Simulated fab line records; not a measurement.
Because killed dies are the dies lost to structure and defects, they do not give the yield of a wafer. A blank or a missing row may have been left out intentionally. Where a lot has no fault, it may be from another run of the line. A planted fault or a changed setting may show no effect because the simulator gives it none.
fab line records	flow gf180mcu
record lots=7	wafers=19	last-day=34
route steps=602 shown STI@3 PASSIVATION@602
lots with no fault: from the same line, run without faults
start-h: hours from the record's first day to the start of the lot's first wafer shown	wait-h: hours since the lot's step before	" identical to the entry in the row above	L1.1+2: one row covering several wafers at once	- no value, or no start given	* or withheld: withheld	< > ~ a bound
route shown NAME@n: a module of which the file shows steps, and the number in the route of the first	usual: mean and standard deviation over wafers with no fault	same: alike in all rows	chamber/n: place in a boat	sites: readings site by site	_std_site: the standard deviation of these	_edge_site: outer sites' mean less inner sites'	radius-mm: for every site, how far away it sits from the centre of the wafer	mask NAME#n: copy n	behind: the most recent tool/chamber to have shaped the wafer	hold: why the lot was held/for how many hours/how that ended	device: the transistor (n, p or np) that didn't switch	end of line: tests of these same wafers at the route's end	a step with no rows: only its recipe	killed: at the first sort, the dies lost to defects and structure; wafer yield is something else	map: shows each die of a wafer: x if killed, . if not, _ if none is there
set.NAME: the setting that was run; set.NAME@STEP: the one run at that earlier step	model.NAME: the simulator's own value behind a step, which no gauge read
lots at some steps of the route; a table a step, a row a wafer
services: when a tool's chamber went out of use (start-h, in hours from the record's first day, below 0 if earlier), for how many hours, and the reason
## steps
# step GF_STI_THK_MEAS_02
# recipe reads=SiO2_of_STI_OXIDATION_01
# usual STI_OXIDATION_THK=9.91/0.21
lot.wafer	tool	chamber	start-h	wait-h	STI_OXIDATION_THK[nm]
L534.2	film-metro-03	-	26.52	0.0	10.18
L534.5	"	-	"	"	10.43
L534.6	"	-	"	"	10.24
L541.4	film-metro-02	-	63.13	0.0	10.22
L541.5	"	-	"	"	10.28
L541.6	"	-	"	"	10.17
L542.2	film-metro-02	-	66.52	0.0	10.17
L542.4	"	-	"	"	9.98
L542.6	"	-	"	"	10.19
L549.2	film-metro-04	-	101.52	0.0	9.79
L549.4	"	-	"	"	10.13
L550.2	film-metro-04	-	106.52	0.0	10.23
L550.6	"	-	"	"	10.05
L551.2	film-metro-04	-	111.96	0.0	9.83
L551.4	"	-	"	"	9.99
L551.6	"	-	"	"	9.85
L554.1	film-metro-02	-	126.51	0.0	10.08
L554.3	"	-	"	"	10.13
L554.5	"	-	"	"	10.19
# step GF_STI_CVD_03
# recipe material=Si3N4	precursor=DCS/NH3	target-thk-nm=207.16	temp-c=770	time-s=3551	pressure-mtorr=250
# step GF_STI_THK_MEAS_04
# recipe reads=Si3N4_of_STI_CVD_03
# usual STI_CVD_03_THK=206.7/1.6
lot.wafer	tool	chamber	start-h	wait-h	STI_CVD_03_THK[nm]
L534.2	film-metro-04	-	28.57	0.0	210.3
L534.5	"	-	"	"	208.6
L534.6	"	-	"	"	209.2
L541.4	film-metro-04	-	65.17	0.0	206.4
L541.5	"	-	"	"	205.2
L541.6	"	-	"	"	206.2
L542.2	film-metro-03	-	68.57	0.0	207.0
L542.4	"	-	"	"	208.9
L542.6	"	-	"	"	209.2
L549.2	film-metro-03	-	103.57	0.0	207.8
L549.4	"	-	"	"	205.8
L550.2	film-metro-03	-	108.57	0.0	204.9
L550.6	"	-	"	"	207.0
L551.2	film-metro-03	-	114.00	0.0	210.4
L551.4	"	-	"	"	209.4
L551.6	"	-	"	"	209.8
L554.1	film-metro-04	-	128.56	0.0	205.9
L554.3	"	-	"	"	207.1
L554.5	"	-	"	"	205.3
# step GF_STI_DEHYDRATE_05
# recipe temp-c=200	time-s=60
# step GF_STI_HMDS_06
# recipe prime-time-s=60	prime-temp-c=120
# step GF_STI_COAT_07
# recipe resist=KrF	spin-rpm=withheld	resist-thk-nm=700
# step GF_STI_SOFTBAKE_08
# recipe temp-c=130	time-s=60	resist=KrF
# step GF_STI_EXPOSE_09
# recipe mask-id=COMP	target-cd-nm=220	na=0.68	source-shape=conventional	sigma-outer=0.6	dose-mj=28
# step GF_STI_PEB_10
# recipe peb-temp-c=135	peb-time-s=90	resist=KrF
# step GF_STI_DEVELOP_11
# recipe develop-time-s=60	dev-temp-c=21
# step GF_STI_CD_MEAS_12
# recipe target-cd-nm=220
# usual cd-nm=220.0/1.1
lot.wafer	tool	chamber	start-h	wait-h	cd-nm
L534.2	cd-sem-02	-	40.61	0.1	218.2
L534.5	"	-	"	"	217.6
L534.6	"	-	"	"	218.6
L541.4	cd-sem-01	-	79.26	0.1	221.7
L541.5	"	-	"	"	221.2
L541.6	"	-	"	"	220.9
L542.2	cd-sem-02	-	81.91	0.1	220.6
L542.4	"	-	"	"	220.9
L542.6	"	-	"	"	218.4
L549.2	cd-sem-02	-	118.01	0.1	218.6
L549.4	"	-	"	"	218.9
L550.2	cd-sem-02	-	122.21	0.1	219.3
L550.6	"	-	"	"	218.0
L551.2	cd-sem-02	-	128.93	0.1	220.7
L551.4	"	-	"	"	219.5
L551.6	"	-	"	"	219.3
L554.1	cd-sem-01	-	143.80	0.1	220.2
L554.3	"	-	"	"	219.4
L554.5	"	-	"	"	218.9
# step GF_STI_ETCH_13
# recipe chemistry=CHF3/O2	stop-on=Si	over-etch-frac=0.3	target-depth-a=2823.1	source-w=600	bias-w=200	pressure-mtorr=40	chf3-flow-sccm=50	O2_flow_sccm=5	time-s=112.9
# usual chf3-flow-sccm=50.00/0.15	drypump-motor-current-A=5.5/0.4	oes-product-au=0.832/0.0057	run-length-s=141.2/0.54	throttle-valve-pct=8.810/0.0095
# same time-s=112.9
lot.wafer	tool	chamber	start-h	wait-h	chf3-flow-sccm	drypump-motor-current-A	oes-product-au	rf-hours-counter-h	run-length-s	throttle-valve-pct
L534.2	rie-diel-01	1	40.71	0.1	50.06	5.1	0.828	57	141.6	8.821
L534.5	"	2	"	"	49.83	5.5	0.831	-	141.9	8.807
L534.6	"	3	"	"	49.98	5.5	0.835	-	140.3	8.815
L541.4	rie-diel-02	2	79.32	0.0	49.98	5.5	0.833	2	141.5	8.800
L541.5	"	1	"	"	49.99	5.9	0.830	-	141.9	8.803
L541.6	"	2	"	"	49.95	5.6	0.839	-	141.6	8.817
L542.2	rie-diel-02	3	82.01	0.1	49.89	4.9	0.831	18	141.4	8.795
L542.4	"	1	"	"	49.85	5.9	0.835	-	141.3	8.819
L542.6	"	3	"	"	49.95	4.8	0.828	-	141.3	8.814
L549.2	rie-diel-03	1	118.11	0.1	49.91	5.7	0.837	36	141.9	8.809
L549.4	"	1	"	"	49.82	5.7	0.829	-	141.8	8.818
L550.2	rie-diel-01	2	122.31	0.1	49.85	5.5	0.832	27	141.4	8.787
L550.6	"	0	"	"	49.96	5.8	0.838	-	141.4	8.802
L551.2	rie-diel-01	0	129.03	0.1	50.00	5.7	0.848	52	140.8	8.797
L551.4	"	2	"	"	50.09	5.4	0.843	27	141.8	8.798
L551.6	"	0	"	"	49.87	5.8	0.829	-	140.9	8.815
L554.1	rie-diel-01	0	143.92	0.1	50.14	5.8	0.824	53	140.7	8.812
L554.3	"	3	"	"	49.86	5.5	0.832	139	140.4	8.802
L554.5	"	1	"	"	49.91	5.1	0.828	-	141.0	8.821
# step GF_STI_ETCH_14
# recipe target=Si	chemistry=HBr/Cl2/O2	target-depth-nm=360	icp-w=600	bias-w=150	pressure-mtorr=15	HBr_flow_sccm=150	Cl2_flow_sccm=40	O2_flow_sccm=6	time-s=102.9
# usual drypump-motor-current-A=5.7/0.43	oes-product-au=0.998/0.0072	run-length-s=131.1/0.37	throttle-valve-pct=25.657/0.0096
lot.wafer	tool	chamber	start-h	wait-h	drypump-motor-current-A	oes-product-au	rf-hours-counter-h	run-length-s	throttle-valve-pct	model.etch.depth-nm	model.STI.feature-depth-nm	model.KrF_of_STI_COAT_07.thk-nm
L534.2	rie-si-01	0	40.79	0.0	4.9	0.986	20	131.3	25.657	356.2	356.2	324.9
L534.5	"	3	"	"	5.4	1.005	-	130.4	25.654	364.7	364.7	320.3
L534.6	"	0	"	"	4.9	0.993	-	131.8	25.667	357.1	357.1	321.8
L541.4	rie-si-01	1	79.40	0.0	5.5	0.987	141	131.1	25.672	350.8	350.8	323.5
L541.5	"	3	"	"	5.4	1.003	-	130.1	25.658	358.6	358.6	319.5
L541.6	"	2	"	"	6.2	0.979	-	130.9	25.665	352.1	352.1	322.4
L542.2	rie-si-02	3	82.09	0.0	5.8	0.995	2	131.1	25.641	360.1	360.1	322.4
L542.4	"	1	"	"	6.0	0.994	4	131.0	25.661	358.3	358.3	327.5
L542.6	"	3	"	"	5.7	0.991	-	131.1	25.680	357.5	357.5	320.8
L549.2	rie-si-02	2	118.19	0.0	5.7	0.990	79	84.6	25.666	194.4	194.4	375.5
L549.4	"	0	"	"	6.3	1.007	7	130.9	25.644	360.7	360.7	319.4
L550.2	rie-si-02	3	122.39	0.0	5.7	0.995	2	84.5	25.685	194.9	194.9	373.6
L550.6	"	0	"	"	6.3	1.001	-	131.0	25.660	358.2	358.2	319.9
L551.2	rie-si-02	3	129.11	0.0	5.8	0.999	2	84.4	25.678	195	195	374.8
L551.4	"	1	"	"	5.9	1.006	-	131.4	25.654	361.7	361.7	316.9
L551.6	"	2	"	"	5.7	0.992	-	131.2	25.679	355.5	355.5	323
L554.1	rie-si-01	0	144.00	0.0	4.9	0.991	21	131.2	25.662	357.5	357.5	321.3
L554.3	"	1	"	"	5.5	0.979	0	131.5	25.654	352.8	352.8	319.8
L554.5	"	2	"	"	6.2	0.989	-	131.3	25.653	353.3	353.3	322.4
# step GF_STI_STRIP_15
# recipe chemistry=O2/N2	power-w=1400	pressure-mtorr=1500	platen-temp-c=250	o2-flow-sccm=3000	n2-flow-sccm=300	overash-fraction=0.5
# usual drypump-motor-current-A=5.6/0.34	heater-power-w=338/40	o2-flow-sccm=3000/9.9	oes-product-au=0.384/0.0046	platen-temp-c=249.98/0.17	strip-time-to-endpoint-s=3.73/0.033
lot.wafer	tool	chamber	start-h	wait-h	drypump-motor-current-A	heater-power-w	o2-flow-sccm	oes-product-au	platen-temp-c	rf-hours-counter-h	strip-time-to-endpoint-s
L534.2	plasma-asher-02	1	40.86	0.0	5.5	387	2988	0.389	249.85	40	3.78
L534.5	"	1	"	"	5.4	389	2993	0.381	249.89	-	3.74
L534.6	"	0	"	"	5.8	288	2997	0.391	250.06	-	3.74
L541.4	plasma-asher-02	0	79.50	0.1	5.7	300	3002	0.380	249.54	-	3.75
L541.5	"	0	"	"	5.8	289	2989	0.386	249.71	-	3.74
L541.6	"	1	"	"	5.5	400	3007	0.386	249.93	-	3.75
L542.2	plasma-asher-01	0	82.16	0.0	6.1	272	3002	0.388	250.15	41	3.73
L542.4	"	0	"	"	6.1	281	3005	0.381	249.63	-	3.80
L542.6	"	1	"	"	5.3	334	3015	0.385	249.99	-	3.74
L549.2	plasma-asher-02	1	118.26	0.0	5.5	396	3024	0.404	250.14	49	4.32
L549.4	"	0	"	"	5.8	299	3002	0.380	250.13	-	3.70
L550.2	plasma-asher-02	0	122.46	0.0	5.7	294	2994	0.411	249.93	49	4.30
L550.6	"	0	"	"	5.7	299	2988	0.379	249.87	-	3.71
L551.2	plasma-asher-01	0	129.18	0.0	6.1	266	2997	0.411	249.77	1	4.30
L551.4	"	0	"	"	6.1	270	3002	0.384	250.01	-	3.70
L551.6	"	0	"	"	6.1	274	3007	0.378	250.07	-	3.77
L554.1	plasma-asher-01	1	144.07	0.0	5.2	324	2980	0.385	250.18	3	3.73
L554.3	"	0	"	"	6.1	268	2984	0.389	249.85	-	3.74
L554.5	"	1	"	"	5.2	327	2981	0.381	250.23	-	3.76
# step GF_STI_CLEAN_16
# recipe chemistry=dHF	time-s=25	dilution=100:1
# step GF_PASSIVATION_PROBE_99
lot.wafer	tool	chamber	start-h	wait-h	model.etest.pwell-in-dnwell.line-ohm-um	model.etest.ldpmos_10p0.r-on-ohm-um	model.etest.pwell-in-dnwell.rs-ohm-sq	model.etest.ldnmos_10p0.r-on-ohm-um	model.etest.p-drift.rs-ohm-sq	model.etest.n-drift.rs-ohm-sq	model.etest.nwell.line-ohm-um	model.etest.nwell.rs-ohm-sq
L534.2	prober-02	-	697.82	0.1	3958	1.111e+04	2382	3683	2405	1255	1138	977.4
L534.5	prober-02	-	697.97	0.2	4085	1.124e+04	2445	3759	2489	1290	1143	996.7
L534.6	prober-02	-	698.02	0.2	4022	1.117e+04	2386	3742	2433	1260	1119	980.5
L541.4	prober-02	-	748.12	0.2	4128	1.096e+04	2448	3661	2326	1124	1136	987.2
L541.5	prober-02	-	748.17	0.2	4217	1.106e+04	2516	3756	2390	1162	1166	1017
L541.6	prober-02	-	748.22	0.2	4150	1.101e+04	2446	3686	2345	1136	1147	998.9
L542.2	prober-01	-	750.02	0.1	4082	1.11e+04	2479	3716	2619	1198	1136	975.2
L542.4	prober-01	-	750.12	0.2	4127	1.1e+04	2485	3739	2614	1204	1144	979
L542.6	prober-01	-	750.22	0.2	4152	1.106e+04	2463	3741	2585	1191	1137	982.2
L549.2	prober-02	-	791.10	0.1	2842	9940	1727	3060	1847	833.3	890.4	766.5
L549.4	prober-02	-	791.20	0.2	3794	1.109e+04	2255	3721	2376	1165	1188	1011
L550.2	prober-02	-	794.73	0.1	2939	9952	1790	3100	1861	830.4	904.1	767
L550.6	prober-02	-	794.93	0.2	4296	1.094e+04	2647	3713	2479	1165	1165	994.7
L551.2	prober-01	-	803.05	0.1	2933	9978	1770	3076	1848	835.7	880.2	755.1
L551.4	prober-01	-	803.15	0.2	4133	1.118e+04	2463	3758	2422	1206	1128	989.2
L551.6	prober-01	-	803.25	0.2	4023	1.124e+04	2401	3710	2358	1173	1142	976.4
L554.1	prober-02	-	815.90	0.1	3789	1.105e+04	2232	3727	2367	1123	1142	984.1
L554.3	prober-02	-	816.00	0.2	3736	1.102e+04	2222	3703	2333	1104	1133	976.5
L554.5	prober-02	-	816.10	0.2	3716	1.094e+04	2210	3697	2347	1095	1138	982.9
# killed by level:class
L534.2 V3:geometric-particle:open=5 M4:geometric-particle:short=5 V5:geometric-particle:open=5 V2:geometric-particle:open=4 POLY_GATE:geometric-particle:open=3 CONTACT:geometric-particle:short=3 V1:geometric-particle:short=3 V4:geometric-particle:short=3
L534.5 V2:geometric-particle:open=6 V3:geometric-particle:open=5 V5:geometric-particle:open=5 M5:geometric-particle:short=4 STI:geometric-particle:short=3 V4:geometric-particle:open=3 V1:geometric-particle:open=3 M2:geometric-particle:open=3
L534.6 STI:geometric-particle:short=6 STI:geometric-particle:open=6 V4:geometric-particle:open=6 M1:geometric-particle:short=5 CONTACT:geometric-particle:open=3 V2:geometric-particle:open=3 CONTACT:geometric-particle:short=2 V1:geometric-particle:open=2
L541.4 V2:geometric-particle:open=6 STI:geometric-particle:open=5 V1:geometric-particle:open=4 CONTACT:geometric-particle:open=4 V2:geometric-particle:short=4 V4:geometric-particle:short=4 V5:geometric-particle:open=4 POLY_GATE:geometric-particle:open=3
L541.5 V1:geometric-particle:open=6 V2:geometric-particle:open=6 V3:geometric-particle:open=5 STI:geometric-particle:open=4 STI:geometric-particle:short=4 CONTACT:geometric-particle:open=4 V4:geometric-particle:open=3 V5:geometric-particle:short=3
L541.6 V4:geometric-particle:short=7 V1:geometric-particle:open=4 V2:geometric-particle:open=4 STI:geometric-particle:short=3 STI:geometric-particle:open=3 V1:geometric-particle:short=3 V3:geometric-particle:open=3 V4:geometric-particle:open=3
L542.2 POLY_GATE:geometric-particle:short=5 V2:geometric-particle:open=4 V4:geometric-particle:open=4 V1:geometric-particle:open=3 V5:geometric-particle:open=3 STI:geometric-particle:short=2 POLY_GATE:geometric-particle:open=2 CONTACT:geometric-particle:open=2
L542.4 V3:geometric-particle:open=7 CONTACT:geometric-particle:open=4 V5:geometric-particle:open=4 M1:geometric-particle:short=3 V1:geometric-particle:open=3 V4:geometric-particle:open=3 STI:geometric-particle:open=2 V1:geometric-particle:short=2
L542.6 V4:geometric-particle:open=5 CONTACT:geometric-particle:open=4 V1:geometric-particle:short=4 V1:geometric-particle:open=4 STI:geometric-particle:short=3 STI:geometric-particle:open=3 M1:geometric-particle:short=3 V2:geometric-particle:open=3
L554.1 V1:geometric-particle:open=5 V4:geometric-particle:open=4 V5:geometric-particle:short=4 STI:geometric-particle:short=3 V3:geometric-particle:open=3 CONTACT:geometric-particle:open=2 CONTACT:geometric-particle:short=2 M1:geometric-particle:open=2
L554.3 V3:geometric-particle:open=7 V1:geometric-particle:open=6 CONTACT:geometric-particle:open=5 V3:geometric-particle:short=5 V4:geometric-particle:open=5 STI:geometric-particle:open=4 V4:geometric-particle:short=3 V2:geometric-particle:open=2
L554.5 V1:geometric-particle:open=5 V4:geometric-particle:short=5 CONTACT:geometric-particle:open=4 V2:geometric-particle:short=4 V3:geometric-particle:open=4 V4:geometric-particle:open=4 V5:geometric-particle:open=4 M2:geometric-particle:short=3
## services
tool	chamber	start-h	hours	kind
plasma-asher-01	-	25.24	2.0	repair
rie-diel-03	0	28.18	7.5	repair
rie-si-02	3	43.09	1.0	repair
rie-diel-03	3	55.66	13.2	repair
rie-si-01	-	57.93	0.7	repair
rie-diel-02	0	79.58	3.7	repair
rie-diel-02	-	95.32	14.6	pm
rie-diel-03	3	100.90	33.0	repair
plasma-asher-01	-	108.75	9.0	pm
plasma-asher-01	0	108.75	9.0	vent-cycle
plasma-asher-01	1	108.75	9.0	vent-cycle
plasma-asher-01	0	117.75	-	clean
plasma-asher-01	1	117.75	-	clean
rie-si-01	1	122.09	-	clean
rie-si-01	1	122.09	20.6	scheduled-down
rie-si-01	1	122.09	20.6	vent-cycle
rie-si-02	0	128.90	6.9	repair
rie-si-02	2	136.65	1.2	repair
## key
first-sign step=GF_STI_ETCH_14	reading=run-length-s	direction=down	sigmas=99+	usual=*	struck=*
effect step=GF_STI_STRIP_15	reading=strip-time-to-endpoint-s	direction=up	sigmas=18	usual=*	struck=*
model-effect step=GF_STI_ETCH_14	value=etch.depth-nm	without=358.1	struck=194.8
model-effect step=GF_PASSIVATION_PROBE_99	value=etest.pwell-in-dnwell.line-ohm-um	without=4060	struck=2905
met-at GF_STI_ETCH_14
struck-wafers L549.2,L550.2,L551.2
sort-left-out L549.2,L550.2,L551.2
tester-left-out L549,L550,L551
onset-between 82.09 118.19
fault kind=process-parameter-drift	tool=rie-si-02	chamber=-	onset-h=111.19	steps=GF_STI_ETCH_14	channel=time-s	offset=*	shape=step	end-h=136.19	scope=struck-wafers-only	acts-in=*	stated=*
# tester-left-out: of these lots the tester's yield and bins aren't shown, on N5 and GAA mostly nor the transistor test; their killed dies are dies lost to structure and defects alone, not to doping, threshold or leakage, so they don't give the yield
# sort-left-out: the simulated sort isn't trusted on such a fault, so these wafers' sort isn't shown, and their yield isn't known
